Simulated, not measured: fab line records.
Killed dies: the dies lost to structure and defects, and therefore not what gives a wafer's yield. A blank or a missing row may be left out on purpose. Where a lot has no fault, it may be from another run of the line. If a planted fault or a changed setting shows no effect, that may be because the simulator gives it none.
fab line records	flow sky130
record: lots: 13	wafers: 37	last_day: 50
route steps=708 shown VT_ADJUST_LVTN@115 POLY_GATE@235 METAL2@494 PAD_OPEN@708
lots untouched by any fault: they come from a run of this same line in which no faults occurred
start_h: start of the lot's first displayed wafer, in hours after the record's first day	wait_h: hours from the lot's prior step to this one	" same as the row above	L1.1+2: several wafers, shown together as one row	- no value, or no start was given	* or withheld: withheld	< > ~ a bound
route shown NAME@n: a module of which the file shows steps, and the number in the route of the first	usual: average and standard deviation across the fault-free wafers	same: alike in all rows	chamber/n: place in a boat	sites: each site's reading	_std_site: how widely they spread, as a standard deviation	_edge_site: inner sites' mean taken away from outer sites' mean	radius_mm: for every site, how far away it sits from the centre of the wafer	mask NAME#n: copy n	behind: the most recent tool/chamber to have shaped the wafer	hold: the reason the lot was held/the length of the hold in hours/how it ended	device: the transistor (n, p or np) that didn't switch	end of line: tests run on the same wafers once the route is complete	a step without rows: its recipe alone	killed: not the wafer's yield, but the dies lost to structure and defects at the first sort	map: a wafer's dies, x killed, . not, _ none there
set.NAME: the setting as run; set.NAME@STEP: as run at that earlier step	model.NAME: the simulator's own value behind a step, which no gauge read
a sample of lots followed through the steps of the route, with each step as a table and each wafer as a row
services: a tool's chamber out of use, with start hour (start_h, from the record's first day; less than 0 if before it), hours out, and reason
== steps ==
step: SKY_VT_ADJUST_LVTN_OVL_MEAS_18
usual: VT_ADJUST_LVTN_01_OVL: 0.7/1.2
lot.wafer	tool	chamber	start_h	wait_h	VT_ADJUST_LVTN_01_OVL[nm]
L148.1	overlay-02	-	166.12	0.1	1.9
L148.4	"	-	"	"	0.2
L148.5	"	-	"	"	0.4
L149.1	overlay-02	-	174.72	0.1	3.0
L149.4	"	-	"	"	0.6
L149.6	"	-	"	"	2.5
L151.2	overlay-02	-	195.03	0.1	2.4
L151.5	"	-	"	"	1.3
L151.6	"	-	"	"	1.1
L153.1	overlay-01	-	207.38	0.1	2.2
L153.3	"	-	"	"	0.0
L153.4	"	-	"	"	0.2
L156.4	overlay-02	-	223.24	0.1	1.7
L156.5	"	-	"	"	1.3
L156.6	"	-	"	"	0.5
L160.2	overlay-02	-	242.73	0.1	0.6
L160.4	"	-	"	"	0.0
L161.4	overlay-02	-	249.13	0.1	2.0
L161.5	"	-	"	"	2.3
L161.6	"	-	"	"	2.0
L162.1	overlay-02	-	255.22	0.1	0.2
L162.4	"	-	"	"	-0.8
L163.3	overlay-02	-	266.63	0.1	1.9
L163.4	"	-	"	"	2.0
L163.6	"	-	"	"	2.2
L164.1	overlay-01	-	267.42	0.1	-1.0
L164.5	"	-	"	"	-0.3
L164.6	"	-	"	"	-1.0
L166.2	overlay-01	-	289.48	0.1	0.0
L166.3	"	-	"	"	2.0
L166.6	"	-	"	"	0.8
L168.2	overlay-02	-	304.02	0.1	-1.1
L168.4	"	-	"	"	1.7
L168.6	"	-	"	"	0.2
L170.1	overlay-02	-	312.16	0.1	1.5
L170.3	"	-	"	"	2.1
L170.5	"	-	"	"	0.7
step: SKY_VT_ADJUST_LVTN_STRIP_20
recipe: chemistry: O2/N2	power_w: 1400	pressure_mtorr: 1500	platen_temp_c: withheld	o2_flow_sccm: 3000	n2_flow_sccm: 300	overash_fraction: 0.5
usual: drypump_motor_current_A: 5.8/0.6	n2_flow_sccm: 299.9/0.88	oes_product_au: 0.716/0.0043	strip_time_to_endpoint_s: 14.16/0.034
lot.wafer	tool	chamber	start_h	wait_h	drypump_motor_current_A	n2_flow_sccm	oes_product_au	rf_hours_counter_h	strip_time_to_endpoint_s
L148.1	plasma_asher-01	0	166.30	0.1	5.9	298.8	0.714	6	14.13
L148.4	"	1	"	"	5.3	300.7	0.709	-	14.15
L148.5	"	1	"	"	5.3	300.0	0.716	-	14.13
L149.1	plasma_asher-01	1	174.90	0.1	5.3	300.9	0.721	7	14.19
L149.4	"	0	"	"	6.0	298.3	0.717	-	14.21
L149.6	"	1	"	"	5.3	299.9	0.715	-	14.21
L151.2	plasma_asher-03	0	195.21	0.1	6.1	298.8	0.722	48	14.15
L151.5	"	1	"	"	5.8	300.5	0.711	-	14.12
L151.6	"	0	"	"	6.1	300.4	0.715	-	14.15
L153.1	plasma_asher-03	1	207.56	0.1	5.8	299.4	0.715	49	14.16
L153.3	"	1	"	"	5.8	300.0	0.709	-	14.17
L153.4	"	0	"	"	6.1	299.7	0.714	-	14.20
L156.4	plasma_asher-03	1	223.44	0.1	5.8	297.2	0.718	-	14.18
L156.5	"	0	"	"	6.1	301.3	0.717	-	14.19
L156.6	"	1	"	"	5.8	299.0	0.708	-	14.20
L160.2	plasma_asher-01	0	242.91	0.1	6.0	298.5	0.713	13	14.21
L160.4	"	1	"	"	5.4	299.8	0.711	-	14.17
L161.4	plasma_asher-03	1	249.33	0.1	5.8	298.8	0.717	-	14.21
L161.5	"	0	"	"	6.1	299.6	0.717	-	14.15
L161.6	"	1	"	"	5.8	299.2	0.718	-	14.17
L162.1	plasma_asher-04	0	255.40	0.1	6.7	302.6	0.715	44	14.12
L162.4	"	1	"	"	5.0	301.0	0.722	-	14.15
L163.3	plasma_asher-04	0	266.83	0.1	6.7	299.3	0.715	-	14.22
L163.4	"	1	"	"	5.0	300.7	0.714	-	14.19
L163.6	"	1	"	"	5.0	299.5	0.723	-	14.20
L164.1	plasma_asher-04	0	267.61	0.1	6.7	299.8	0.719	45	14.20
L164.5	"	1	"	"	5.0	299.5	0.711	-	14.19
L164.6	"	0	"	"	6.7	299.5	0.717	-	14.19
L166.2	plasma_asher-01	1	289.68	0.1	5.3	299.5	0.715	18	14.11
L166.3	"	0	"	"	6.0	298.7	0.716	-	14.08
L166.6	"	0	"	"	6.0	299.5	0.719	-	14.13
L168.2	plasma_asher-03	0	304.20	0.1	6.2	300.1	0.708	59	14.19
L168.4	"	0	"	"	6.2	300.7	0.717	-	14.17
L168.6	"	1	"	"	5.8	300.2	0.716	-	14.14
L170.1	plasma_asher-04	1	312.35	0.1	5.0	301.2	0.727	49	14.18
L170.3	"	1	"	"	5.0	301.7	0.718	-	14.17
L170.5	"	0	"	"	6.7	300.4	0.718	-	14.20
step: SKY_POLY_GATE_THK_MEAS_21
recipe: reads: SiO2_of_POLY_GATE_OXIDATION_20
usual: POLY_GATE_OXIDATION_THK: 4.01/0.088
lot.wafer	tool	chamber	start_h	wait_h	POLY_GATE_OXIDATION_THK[nm]
L148.1	film_metro-01	-	379.82	0.0	3.95
L148.4	"	-	"	"	3.87
L148.5	"	-	"	"	3.85
L149.1	film_metro-01	-	407.05	0.0	3.99
L149.4	"	-	"	"	4.11
L149.6	"	-	"	"	4.03
L151.2	film_metro-03	-	432.98	0.0	3.84
L151.5	"	-	"	"	3.84
L151.6	"	-	"	"	4.00
L153.1	film_metro-04	-	434.28	0.0	4.10
L153.3	"	-	"	"	4.08
L153.4	"	-	"	"	4.00
L156.4	film_metro-03	-	458.30	0.0	3.96
L156.5	"	-	"	"	4.05
L156.6	"	-	"	"	4.03
L160.2	film_metro-04	-	479.33	0.0	3.99
L160.4	"	-	"	"	3.94
L161.4	film_metro-04	-	488.13	0.0	4.02
L161.5	"	-	"	"	4.02
L161.6	"	-	"	"	3.97
L162.1	film_metro-04	-	493.02	0.0	4.07
L162.4	"	-	"	"	4.13
L163.3	film_metro-01	-	502.13	0.0	4.05
L163.4	"	-	"	"	3.95
L163.6	"	-	"	"	4.03
L164.1	film_metro-03	-	505.27	0.0	3.87
L164.5	"	-	"	"	3.98
L164.6	"	-	"	"	3.99
L166.2	film_metro-04	-	544.33	0.0	4.12
L166.3	"	-	"	"	4.11
L166.6	"	-	"	"	4.06
L168.2	film_metro-04	-	553.39	0.0	4.02
L168.4	"	-	"	"	4.04
L168.6	"	-	"	"	3.95
L170.1	film_metro-04	-	556.04	0.0	4.09
L170.3	"	-	"	"	4.14
L170.5	"	-	"	"	4.21
step: SKY_METAL2_SOFTBAKE_11
recipe: temp_c: 100	time_s: 90	resist: KrF-thick
usual: run_length_s: 119.41/0.17
lot.wafer	tool	chamber	start_h	wait_h	run_length_s
L148.1	litho_track-02	0	809	-	119.82
L148.4	"	0	810	-	119.39
L148.5	"	0	"	"	119.39
L149.1	litho_track-02	0	836	-	119.39
L149.4	"	0	"	"	119.80
L149.6	"	0	837	-	119.45
L151.2	litho_track-03	0	850	-	119.55
L151.5	"	0	851	-	119.62
L151.6	"	0	"	"	119.30
L153.1	litho_track-02	0	862	-	119.40
L153.3	"	0	"	"	119.42
L153.4	"	0	"	"	119.54
L156.4	litho_track-03	0	875	-	119.34
L156.5	"	0	"	"	119.34
L156.6	"	0	"	"	119.68
L160.2	litho_track-02	0	900	-	119.61
L160.4	"	0	"	"	127.89
L161.4	litho_track-02	0	902	-	128.05
L161.5	"	0	"	"	119.80
L161.6	"	0	"	"	119.45
L162.1	litho_track-02	0	906	-	127.88
L162.4	"	0	"	"	127.84
L163.3	litho_track-03	0	910	-	119.34
L163.4	"	0	"	"	119.43
L163.6	"	0	"	"	119.38
L164.1	litho_track-01	0	912	-	119.17
L164.5	"	0	"	"	119.21
L164.6	"	0	"	"	119.44
L166.2	litho_track-03	0	943	-	119.68
L166.3	"	0	"	"	119.41
L166.6	"	0	"	"	119.29
L168.2	litho_track-03	0	956	-	119.41
L168.4	"	0	"	"	119.51
L168.6	"	0	"	"	119.44
L170.1	litho_track-01	0	960	-	119.06
L170.3	"	0	"	"	119.14
L170.5	"	0	"	"	119.18
step: SKY_PAD_OPEN_PROBE_99
usual: defect_limited_yield: 82.2/1.8	killed_at_M0_to_M3: 42/6.1	killed_at_M4_up: 3.3/1.7	killed_at_contacts: 25/5.4	killed_at_front_end: 16/4.6	killed_at_other: 0.4/0.55	killed_dies: 87/8.8	killed_open: 47/7.1	killed_short: 40/5.8	sort_bin_3_pad_short: 0.9/0.45	sort_bin_5_function: 10.7/1.4	sort_bin_6_memory: 6.2/1.2	sort_n_pass: 405/8.8	sort_yield_pct: 82.2/1.8
same: gross_dies: 492	killed_at_back_side: 0	sort_bin_4_leakage[%]: 0	sort_bin_8_speed[%]: 0
lot.wafer	tool	chamber	start_h	wait_h	defect_limited_yield[%]	killed_at_M0_to_M3	killed_at_M4_up	killed_at_contacts	killed_at_front_end	killed_at_other	killed_dies	killed_open	killed_short	sort_bin_3_pad_short[%]	sort_bin_5_function[%]	sort_bin_6_memory[%]	sort_n_pass	sort_yield_pct[%]
L148.1	prober-02	-	1073.11	0.1	78.5	48	7	29	22	0	106	54	52	2.0	10.4	9.1	386	78.5
L148.4	prober-02	-	1073.26	0.2	81.3	45	5	29	13	0	92	49	43	1.4	10.0	7.3	400	81.3
L148.5	prober-02	-	1073.31	0.2	80.5	46	5	29	15	1	96	50	46	1.8	10.8	6.9	396	80.5
L149.1	prober-01	-	1091.58	0.1	77.6	54	6	26	24	0	110	55	55	1.2	12.6	8.5	382	77.6
L149.4	prober-01	-	1091.73	0.2	80.1	50	2	31	15	0	98	58	40	1.0	11.6	7.3	394	80.1
L149.6	prober-01	-	1091.83	0.2	81.5	46	5	17	23	0	91	57	34	0.4	11.2	6.9	401	81.5
L151.2	prober-02	-	1110.67	0.1	81.1	46	4	22	20	1	93	51	42	0.8	11.2	6.9	399	81.1
L151.5	prober-02	-	1110.82	0.2	83.7	42	2	20	16	0	80	41	39	0.6	11.2	4.5	412	83.7
L151.6	prober-02	-	1110.87	0.2	80.1	53	2	19	23	1	98	52	46	0.6	10.4	8.9	394	80.1
L153.1	prober-02	-	1115.89	0.1	83.3	36	5	26	14	1	82	37	45	0.2	11.4	5.1	410	83.3
L153.3	prober-02	-	1115.99	0.2	79.1	47	2	36	18	0	103	51	52	0.6	13.0	7.3	389	79.1
L153.4	prober-02	-	1116.04	0.2	82.1	41	7	24	15	1	88	49	37	1.2	11.6	5.1	404	82.1
L156.4	prober-02	-	1130.02	0.2	81.5	39	1	32	18	1	91	52	37	0.4	12.6	5.5	401	81.5
L156.5	prober-02	-	1130.07	0.2	82.7	38	3	29	15	0	85	48	35	0.8	10.8	5.7	407	82.7
L156.6	prober-02	-	1130.12	0.2	81.5	41	6	24	20	0	91	51	38	0.6	10.6	7.3	401	81.5
L160.2	prober-01	-	1142.34	0.1	81.5	43	3	27	17	1	91	50	41	0.6	12.4	5.5	401	81.5
L160.4	prober-01	-	1142.44	0.2	84.6	36	3	23	13	1	76	38	38	0.8	9.6	5.1	416	84.6
L161.4	prober-02	-	1150.01	0.2	81.7	45	2	33	10	0	90	56	33	0.4	10.6	7.3	402	81.7
L161.5	prober-02	-	1150.06	0.2	84.1	40	4	25	9	0	78	49	29	0.4	9.8	5.7	414	84.1
L161.6	prober-02	-	1150.11	0.2	82.9	34	6	29	13	2	84	43	41	1.6	10.2	5.3	408	82.9
L162.1	prober-01	-	1152.94	0.1	83.3	48	2	16	15	1	82	35	47	1.0	8.7	6.9	410	83.3
L162.4	prober-01	-	1153.09	0.2	83.3	43	5	19	15	0	82	43	38	1.0	10.4	5.3	410	83.3
L164.1	prober-02	-	1155.68	0.1	83.7	37	2	30	10	1	80	41	39	1.2	10.0	5.1	412	83.7
L164.5	prober-02	-	1155.88	0.2	81.7	38	2	35	15	0	90	39	51	1.0	10.8	6.5	402	81.7
L164.6	prober-02	-	1155.93	0.2	82.1	49	4	26	9	0	88	45	43	1.4	10.6	5.9	404	82.1
L163.3	prober-01	-	1156.51	0.2	84.3	35	3	24	14	1	77	37	39	0.8	8.7	6.1	415	84.3
L163.4	prober-01	-	1156.56	0.2	82.3	46	2	28	11	0	87	55	32	1.0	11.6	5.1	405	82.3
L163.6	prober-01	-	1156.66	0.2	81.9	42	0	23	24	0	89	53	35	0.6	10.8	6.7	403	81.9
L166.2	prober-01	-	1176.10	0.1	80.5	47	4	28	17	0	96	57	39	1.0	12.0	6.5	396	80.5
L166.3	prober-01	-	1176.15	0.2	83.1	42	4	21	16	0	83	52	31	1.2	9.8	5.9	409	83.1
L166.6	prober-01	-	1176.30	0.2	79.5	62	3	18	18	0	101	55	44	1.4	12.2	6.9	391	79.5
L168.2	prober-01	-	1188.50	0.1	82.5	44	5	28	9	0	86	56	30	0.2	12.2	5.1	406	82.5
L168.4	prober-01	-	1188.60	0.2	82.9	41	4	17	22	0	84	44	40	0.4	10.6	6.1	408	82.9
L168.6	prober-01	-	1188.70	0.2	80.3	43	4	29	20	1	97	44	53	0.8	11.2	7.7	395	80.3
L170.1	prober-01	-	1191.45	0.1	85.8	30	4	21	14	1	70	30	40	0.8	8.7	4.7	422	85.8
L170.3	prober-01	-	1191.55	0.2	82.9	33	2	31	18	0	84	47	37	0	7.9	9.1	408	82.9
L170.5	prober-01	-	1191.65	0.2	85.6	40	2	17	12	0	71	40	30	0.2	9.6	4.7	421	85.6
killed by level:class
L148.1 VIA1:geometric_particle:open=14 CONTACT:geometric_particle:short=8 CONTACT:geometric_particle:open=8 POLY_GATE:geometric_particle:open=7 LI_CONTACT:geometric_particle:open=7 VIA2:geometric_particle:open=6 POLY_GATE:geometric_particle:short=5 VIA1:geometric_particle:short=5
L148.4 CONTACT:geometric_particle:open=11 VIA1:geometric_particle:open=9 VIA3:geometric_particle:open=8 FIELD_ISO:geometric_particle:open=6 METAL3:geometric_particle:short=6 LI_CONTACT:geometric_particle:open=5 LOCAL_INTERCONNECT:geometric_particle:short=5 VIA1:geometric_particle:short=5
L148.5 LI_CONTACT:geometric_particle:open=8 CONTACT:geometric_particle:open=8 VIA1:geometric_particle:open=8 VIA3:geometric_particle:open=7 VIA1:geometric_particle:short=7 VIA2:geometric_particle:open=7 LOCAL_INTERCONNECT:geometric_particle:short=6 POLY_GATE:geometric_particle:short=5
L149.1 VIA1:geometric_particle:open=12 CONTACT:geometric_particle:open=11 FIELD_ISO:geometric_particle:open=7 VIA1:geometric_particle:short=7 FIELD_ISO:geometric_particle:short=6 VIA3:geometric_particle:short=6 VIA3:geometric_particle:open=6 LOCAL_INTERCONNECT:geometric_particle:short=5
L149.4 CONTACT:geometric_particle:open=11 VIA1:geometric_particle:open=10 LI_CONTACT:geometric_particle:open=10 METAL1:geometric_particle:short=8 VIA2:geometric_particle:open=8 CONTACT:geometric_particle:short=7 VIA3:geometric_particle:open=7 FIELD_ISO:geometric_particle:short=5
L149.6 VIA1:geometric_particle:open=16 FIELD_ISO:geometric_particle:open=8 CONTACT:geometric_particle:open=8 VIA3:geometric_particle:open=7 VIA2:geometric_particle:open=5 LI_CONTACT:geometric_particle:open=5 METAL3:geometric_particle:short=5 METAL4:geometric_particle:short=5
L151.2 VIA1:geometric_particle:open=8 LI_CONTACT:geometric_particle:open=8 CONTACT:geometric_particle:open=7 VIA3:geometric_particle:open=6 POLY_GATE:geometric_particle:short=5 LI_CONTACT:geometric_particle:short=5 METAL1:geometric_particle:short=5 METAL2:geometric_particle:short=5
L151.5 CONTACT:geometric_particle:open=6 VIA1:geometric_particle:open=6 METAL2:geometric_particle:short=6 VIA2:geometric_particle:open=6 LI_CONTACT:geometric_particle:open=5 METAL1:geometric_particle:short=5 VIA1:geometric_particle:short=5 FIELD_ISO:geometric_particle:open=4
L151.6 VIA1:geometric_particle:open=11 POLY_GATE:geometric_particle:short=10 METAL2:geometric_particle:short=7 LI_CONTACT:geometric_particle:open=7 CONTACT:geometric_particle:open=7 VIA3:geometric_particle:open=7 VIA2:geometric_particle:open=7 VIA1:geometric_particle:short=6
L153.1 CONTACT:geometric_particle:open=9 CONTACT:geometric_particle:short=6 VIA1:geometric_particle:short=6 POLY_GATE:geometric_particle:short=5 LI_CONTACT:geometric_particle:open=5 METAL2:geometric_particle:short=5 VIA2:geometric_particle:open=5 FIELD_ISO:geometric_particle:short=4
L153.3 LOCAL_INTERCONNECT:geometric_particle:short=13 VIA1:geometric_particle:open=9 LI_CONTACT:geometric_particle:open=8 VIA3:geometric_particle:open=7 CONTACT:geometric_particle:open=7 VIA2:geometric_particle:open=6 METAL1:geometric_particle:short=5 METAL3:geometric_particle:short=5
L153.4 CONTACT:geometric_particle:open=11 VIA3:geometric_particle:open=9 VIA2:geometric_particle:open=7 VIA1:geometric_particle:short=6 VIA1:geometric_particle:open=6 METAL4:geometric_particle:short=6 FIELD_ISO:geometric_particle:short=4 POLY_GATE:geometric_particle:open=4
L156.4 CONTACT:geometric_particle:open=12 VIA1:geometric_particle:open=10 VIA3:geometric_particle:open=9 LI_CONTACT:geometric_particle:open=6 CONTACT:geometric_particle:short=6 METAL1:geometric_particle:short=6 POLY_GATE:geometric_particle:open=5 LI_CONTACT:geometric_particle:short=4
L156.5 CONTACT:geometric_particle:open=11 LI_CONTACT:geometric_particle:open=9 VIA2:geometric_particle:open=7 LI_CONTACT:geometric_particle:short=6 VIA1:geometric_particle:open=5 VIA1:geometric_particle:short=4 METAL2:geometric_particle:short=4 VIA2:geometric_particle:short=4
L156.6 VIA1:geometric_particle:open=8 LI_CONTACT:geometric_particle:open=8 CONTACT:geometric_particle:open=6 VIA3:geometric_particle:open=6 VIA2:geometric_particle:open=5 SPACER:geometric_particle:open=4 CONTACT:geometric_particle:short=4 METAL2:geometric_particle:short=4
L160.2 VIA1:geometric_particle:open=12 VIA3:geometric_particle:open=10 LI_CONTACT:geometric_particle:open=7 POLY_GATE:geometric_particle:short=6 LOCAL_INTERCONNECT:geometric_particle:short=6 CONTACT:geometric_particle:open=6 VIA2:geometric_particle:open=5 FIELD_ISO:geometric_particle:short=4
L160.4 CONTACT:geometric_particle:short=8 VIA1:geometric_particle:open=8 LI_CONTACT:geometric_particle:open=8 METAL1:geometric_particle:short=8 FIELD_ISO:geometric_particle:short=4 CONTACT:geometric_particle:open=4 VIA2:geometric_particle:open=4 VIA3:geometric_particle:open=3
L161.4 CONTACT:geometric_particle:open=14 VIA1:geometric_particle:open=12 VIA2:geometric_particle:open=9 LI_CONTACT:geometric_particle:open=7 LOCAL_INTERCONNECT:geometric_particle:short=5 METAL3:geometric_particle:short=4 METAL1:geometric_particle:short=4 VIA3:geometric_particle:short=4
L161.5 LI_CONTACT:geometric_particle:open=10 VIA3:geometric_particle:open=8 VIA1:geometric_particle:open=8 CONTACT:geometric_particle:open=6 VIA2:geometric_particle:open=4 LOCAL_INTERCONNECT:geometric_particle:short=4 METAL1:geometric_particle:short=4 METAL2:geometric_particle:short=4
L161.6 LI_CONTACT:geometric_particle:open=10 CONTACT:geometric_particle:open=8 LOCAL_INTERCONNECT:geometric_particle:short=7 VIA1:geometric_particle:open=7 METAL4:geometric_particle:short=6 METAL1:geometric_particle:short=5 METAL2:geometric_particle:short=4 VIA2:geometric_particle:open=4
L162.1 METAL1:geometric_particle:short=9 VIA1:geometric_particle:open=8 METAL2:geometric_particle:short=7 POLY_GATE:geometric_particle:open=6 CONTACT:geometric_particle:short=6 LI_CONTACT:geometric_particle:open=5 METAL3:geometric_particle:short=5 VIA1:geometric_particle:short=4
L162.4 VIA1:geometric_particle:open=10 LI_CONTACT:geometric_particle:open=7 VIA3:geometric_particle:open=7 VIA2:geometric_particle:open=7 POLY_GATE:geometric_particle:short=5 CONTACT:geometric_particle:open=5 METAL1:geometric_particle:short=5 VIA1:geometric_particle:short=4
L164.1 CONTACT:geometric_particle:open=13 LI_CONTACT:geometric_particle:open=8 VIA1:geometric_particle:open=7 METAL1:geometric_particle:short=6 VIA1:geometric_particle:short=6 VIA2:geometric_particle:open=6 CONTACT:geometric_particle:short=4 METAL3:geometric_particle:short=4
L164.5 CONTACT:geometric_particle:short=11 VIA2:geometric_particle:open=8 LOCAL_INTERCONNECT:geometric_particle:short=7 CONTACT:geometric_particle:open=7 FIELD_ISO:geometric_particle:open=5 LI_CONTACT:geometric_particle:short=5 LI_CONTACT:geometric_particle:open=5 METAL1:geometric_particle:short=5
L164.6 METAL2:geometric_particle:short=10 CONTACT:geometric_particle:open=10 VIA3:geometric_particle:open=6 VIA2:geometric_particle:open=5 CONTACT:geometric_particle:short=5 VIA2:geometric_particle:short=5 METAL3:geometric_particle:short=5 FIELD_ISO:geometric_particle:open=4
L163.3 CONTACT:geometric_particle:short=7 CONTACT:geometric_particle:open=7 LI_CONTACT:geometric_particle:open=6 VIA1:geometric_particle:short=6 METAL2:geometric_particle:short=6 VIA2:geometric_particle:open=6 METAL1:geometric_particle:short=5 VIA1:geometric_particle:open=5
L163.4 VIA1:geometric_particle:open=12 CONTACT:geometric_particle:open=10 LI_CONTACT:geometric_particle:open=8 FIELD_ISO:geometric_particle:open=6 VIA2:geometric_particle:open=6 LOCAL_INTERCONNECT:geometric_particle:short=4 VIA1:geometric_particle:short=4 METAL1:geometric_particle:short=4
L163.6 CONTACT:geometric_particle:open=9 METAL1:geometric_particle:short=9 VIA2:geometric_particle:open=9 FIELD_ISO:geometric_particle:open=6 VIA1:geometric_particle:open=6 FIELD_ISO:geometric_particle:short=5 VIA3:geometric_particle:open=5 POLY_GATE:geometric_particle:open=4
L166.2 VIA1:geometric_particle:open=15 VIA1:geometric_particle:short=11 LI_CONTACT:geometric_particle:open=10 CONTACT:geometric_particle:open=9 VIA2:geometric_particle:open=9 CONTACT:geometric_particle:short=6 FIELD_ISO:geometric_particle:open=4 FIELD_ISO:geometric_particle:short=3
L166.3 VIA1:geometric_particle:open=11 FIELD_ISO:geometric_particle:open=9 CONTACT:geometric_particle:open=7 VIA2:geometric_particle:open=7 METAL1:geometric_particle:short=6 VIA3:geometric_particle:open=6 LOCAL_INTERCONNECT:geometric_particle:short=5 METAL2:geometric_particle:short=4
L166.6 VIA1:geometric_particle:open=14 CONTACT:geometric_particle:open=11 VIA2:geometric_particle:open=9 VIA3:geometric_particle:open=8 METAL1:geometric_particle:short=7 FIELD_ISO:geometric_particle:open=5 VIA1:geometric_particle:short=5 METAL2:geometric_particle:short=5
L168.2 CONTACT:geometric_particle:open=18 VIA1:geometric_particle:open=16 METAL2:geometric_particle:short=9 VIA2:geometric_particle:open=8 METAL4:geometric_particle:short=5 POLY_GATE:geometric_particle:open=4 CONTACT:geometric_particle:short=4 LI_CONTACT:geometric_particle:open=3
L168.4 VIA1:geometric_particle:open=11 FIELD_ISO:geometric_particle:short=7 VIA2:geometric_particle:open=7 LI_CONTACT:geometric_particle:open=5 LOCAL_INTERCONNECT:geometric_particle:short=5 POLY_GATE:geometric_particle:short=4 CONTACT:geometric_particle:open=4 VIA1:geometric_particle:short=4
L168.6 POLY_GATE:geometric_particle:short=10 LI_CONTACT:geometric_particle:open=9 VIA1:geometric_particle:open=8 CONTACT:geometric_particle:open=8 LOCAL_INTERCONNECT:geometric_particle:short=6 VIA3:geometric_particle:open=6 VIA2:geometric_particle:open=5 CONTACT:geometric_particle:short=5
L170.1 METAL1:geometric_particle:short=6 CONTACT:geometric_particle:open=6 FIELD_ISO:geometric_particle:short=5 VIA3:geometric_particle:open=5 POLY_GATE:geometric_particle:short=4 LI_CONTACT:geometric_particle:short=4 LOCAL_INTERCONNECT:geometric_particle:short=4 VIA1:geometric_particle:open=4
L170.3 CONTACT:geometric_particle:open=11 LI_CONTACT:geometric_particle:open=10 FIELD_ISO:geometric_particle:open=9 METAL1:geometric_particle:short=7 VIA1:geometric_particle:open=5 VIA3:geometric_particle:open=5 CONTACT:geometric_particle:short=5 FIELD_ISO:geometric_particle:short=4
L170.5 VIA1:geometric_particle:open=9 CONTACT:geometric_particle:open=7 VIA2:geometric_particle:open=6 LI_CONTACT:geometric_particle:open=5 METAL2:geometric_particle:short=5 VIA3:geometric_particle:open=5 VIA1:geometric_particle:short=4 POLY_GATE:geometric_particle:short=4
== services ==
tool	chamber	start_h	hours	kind
plasma_asher-01	-	260.79	1.0	repair
plasma_asher-01	-	310.17	1.4	repair
plasma_asher-03	-	339.92	1.3	repair
plasma_asher-04	-	351.18	33.7	pm
plasma_asher-01	-	357.12	2.0	repair
plasma_asher-01	-	365.28	0.6	repair
plasma_asher-04	-	384.89	2.8	pm
plasma_asher-03	-	387.40	5.2	repair
plasma_asher-04	-	399.54	3.2	repair
plasma_asher-04	-	418.83	3.3	repair
plasma_asher-03	-	464.08	0.7	repair
plasma_asher-04	-	467.01	15.6	pm
plasma_asher-01	-	486.39	2.0	repair
plasma_asher-04	-	552.31	5.8	repair
plasma_asher-03	-	636.09	7.9	repair
plasma_asher-01	-	668.11	0.7	repair
plasma_asher-03	-	676.62	2.8	repair
plasma_asher-01	-	680.71	4.0	repair
plasma_asher-03	-	733.75	9.0	pm
plasma_asher-03	-	762.16	1.0	repair
plasma_asher-03	-	813.58	10.0	pm
plasma_asher-01	-	867.36	0.5	repair
plasma_asher-01	-	887.87	1.1	repair
plasma_asher-03	-	925.20	2.8	pm
== key ==
first_sign: step: SKY_METAL2_SOFTBAKE_11	reading: run_length_s	direction: up	sigmas: 50	usual: *	struck: *
effect none on later readings
met_at SKY_METAL2_SOFTBAKE_11
struck_lots L160,L161,L162
struck_wafers L160.4,L161.4,L162.1,L162.4
not_acting_at SKY_VT_ADJUST_LVTN_OVL_MEAS_18,SKY_VT_ADJUST_LVTN_STRIP_20,SKY_POLY_GATE_THK_MEAS_21
onset_between 862 900
fault: kind: process_parameter_drift	tool: litho_track-02	chamber: -	onset_h: 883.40	steps: SKY_METAL2_SOFTBAKE_11	channel: time_s	offset: *	shape: step	end_h: 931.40	scope: struck_wafers_only	acts_in: *	stated: *
